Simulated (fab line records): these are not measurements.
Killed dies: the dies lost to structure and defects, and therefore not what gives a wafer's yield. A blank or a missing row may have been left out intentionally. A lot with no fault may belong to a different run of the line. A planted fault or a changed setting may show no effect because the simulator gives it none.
Chamber matching :: flow sfqLine :: SFQ_TRILAYER_I3_CMP_CMP_082 on cmp-02: 4 sister chambers
The step polishes SiO2. 8 wafers are shown with their chamber, then 9 later ones without.

== WAFERS PAIRED WITH THEIR CHAMBERS ==
wafer: L140.1
chamber: 1
motorCurrentA (A): 8.8
timeToEndpointS (s): 208

wafer: L140.6
chamber: 0
motorCurrentA (A): 10.2
timeToEndpointS (s): 228

wafer: L142.1
chamber: 0
motorCurrentA (A): 9.8
timeToEndpointS (s): 220

wafer: L143.3
chamber: 3
motorCurrentA (A): 11.6
timeToEndpointS (s): 206

wafer: L143.5
chamber: 2
motorCurrentA (A): 10.2
timeToEndpointS (s): 214

wafer: L143.6
chamber: 1
motorCurrentA (A): 8.6
timeToEndpointS (s): 211

wafer: L144.1
chamber: 2
motorCurrentA (A): 10.3
timeToEndpointS (s): 208

wafer: L144.2
chamber: 3
motorCurrentA (A): 11.4
timeToEndpointS (s): 210

== WAFERS WITH NO CHAMBER GIVEN ==
wafer: L144.6
motorCurrentA (A): 8.7
timeToEndpointS (s): 213

wafer: L145.2
motorCurrentA (A): 10.0
timeToEndpointS (s): 237

wafer: L145.5
motorCurrentA (A): 11.7
timeToEndpointS (s): 214

wafer: L145.6
motorCurrentA (A): 10.5
timeToEndpointS (s): 228

wafer: L155.4
motorCurrentA (A): 10.1
timeToEndpointS (s): 223

wafer: L155.6
motorCurrentA (A): 10.2
timeToEndpointS (s): 223

wafer: L156.2
motorCurrentA (A): 11.2
timeToEndpointS (s): 212

wafer: L156.5
motorCurrentA (A): 10.8
timeToEndpointS (s): 223

wafer: L156.6
motorCurrentA (A): 10.9
timeToEndpointS (s): 220

== THE CHAMBER EACH PASSED THROUGH ==
wafer: L144.6
from the rows above: 1
in truth: 1

wafer: L145.2
from the rows above: 0
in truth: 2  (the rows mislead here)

wafer: L145.5
from the rows above: 3
in truth: 3

wafer: L145.6
from the rows above: can't be placed: 0 or 2
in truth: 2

wafer: L155.4
from the rows above: 0
in truth: 0

wafer: L155.6
from the rows above: can't be placed: 0 or 2
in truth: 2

wafer: L156.2
from the rows above: 3
in truth: 3

wafer: L156.5
from the rows above: can't be placed: 2 or 0 or 3
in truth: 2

wafer: L156.6
from the rows above: can't be placed: 2 or 3 or 0
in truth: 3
Correctly placed: 4 of 9. Cannot be placed on the basis of these rows: 4; the candidates contain the true chamber in 4. Wrongly placed: 1.
How it was worked out, from the rows above alone: a wafer's distance from a chamber is the root of the sum, over the readings, of the square of ((its reading less the chamber's mean) divided by the reading's scatter). The wafer belongs to the nearest chamber; if the next one is less than 2 further off, it can't be placed. For every chamber, the mean is computed from those of its wafers that are shown. How the scatter is found: for the shown wafers, subtract from each reading the mean of its chamber, square and add these, divide the total by (wafers less chambers), then take the root.
